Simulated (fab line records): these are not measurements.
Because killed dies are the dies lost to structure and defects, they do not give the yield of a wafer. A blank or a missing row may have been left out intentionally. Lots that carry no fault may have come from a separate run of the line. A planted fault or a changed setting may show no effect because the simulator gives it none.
Problem report, 8D (eight disciplines) form, completed by code || flow gf180mcu || the parts of the form that need people (team, actions taken, sign-off) are left out

1. PROBLEM STATEMENT
rf_fwd_power_W at GF_V5_ETCH_16 reads a mean of 576.0 W on 6 wafers of 2 lots; wafers without a fault read 495.6 W with a standard deviation of 2.1. That puts it +38 standard deviations away from the usual mean.
The step: etches BARC in N2/H2.
The first sign was on wafer L483.1 at day 28 14:14, on rie_diel-03. The record has a number at this step for 36 wafers belonging to 12 lots. By rule, "out" or "out of limits" means more than 4 standard deviations away from the usual mean. All remaining wafers that have a number are taken as sound.

2. WHAT IT IS, AND WHAT IT ISN'T
{"question": "which readings at this step", "is": "rf_fwd_power_W", "is not": "drypump_motor_current_A, oes_product_au, throttle_valve_pct"}
{"question": "which lots", "is": "L483, L485", "is not": "L479, L480, L493, L495, L496, L497, L498, L499, L500, L501"}
{"question": "which wafers of those lots", "is": "all that have a number", "is not": "-"}
{"question": "read on which tools", "is": "rie_diel-03", "is not": "rie_diel-01, rie_diel-02"}
{"question": "when", "is": "from day 28 14:14", "is not": "up to then (6 sound wafers); but 24 sound wafers of L493, L495, L496, L497, L498, L499, L500, L501 came after"}

3. SUSPECTS, AND WHAT RULES EACH OUT
Counting: a tool at any process step up to the reading remains a suspect when it ran all the lots that are out and ran no sound lot after the first of those.
- rie_diel-03 at GF_V5_ETCH_16 (etches BARC in N2/H2): ruled out as a lasting fault. After its first lot that is out, L483 (day 28 14:14), sound lots L499 ran on it.
Left after counting: nothing in the record.

4. THE CAUSE (what the simulator had put in)
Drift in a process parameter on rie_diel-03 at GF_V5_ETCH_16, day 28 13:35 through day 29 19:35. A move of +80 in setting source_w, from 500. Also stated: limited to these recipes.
Counting ruled it out, wrongly.

5. THE EFFECT CHAIN, in route order
Each row: a reading where the mean over the struck wafers with a number is more than 3 standard deviations away from the usual. Only readings for which the record gives a usual standard deviation are gone through. hours: the time from each lot's start at the first step in this table that gives one to its start at this step, as a median over the lots. sigmas: the change in usual standard deviations.
{"hours": 0, "step": "GF_V5_ETCH_16", "reading": "rf_fwd_power_W", "usual": "495.6 W", "on struck wafers": 576.0, "change": "+80.4", "sigmas": "+38"}
The process steps in it:
- GF_V5_ETCH_16: etches BARC in N2/H2.
Later measuring or inspecting steps at which every struck wafer that the step has a row for has a number for every such reading, and none has moved that far: GF_V5_RS_MEAS_24.

6. HOW IT WOULD HAVE BEEN CAUGHT EARLIER
In this record the first reading out of limits was taken at day 28 14:14, 1 hour after the fault began at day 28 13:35.
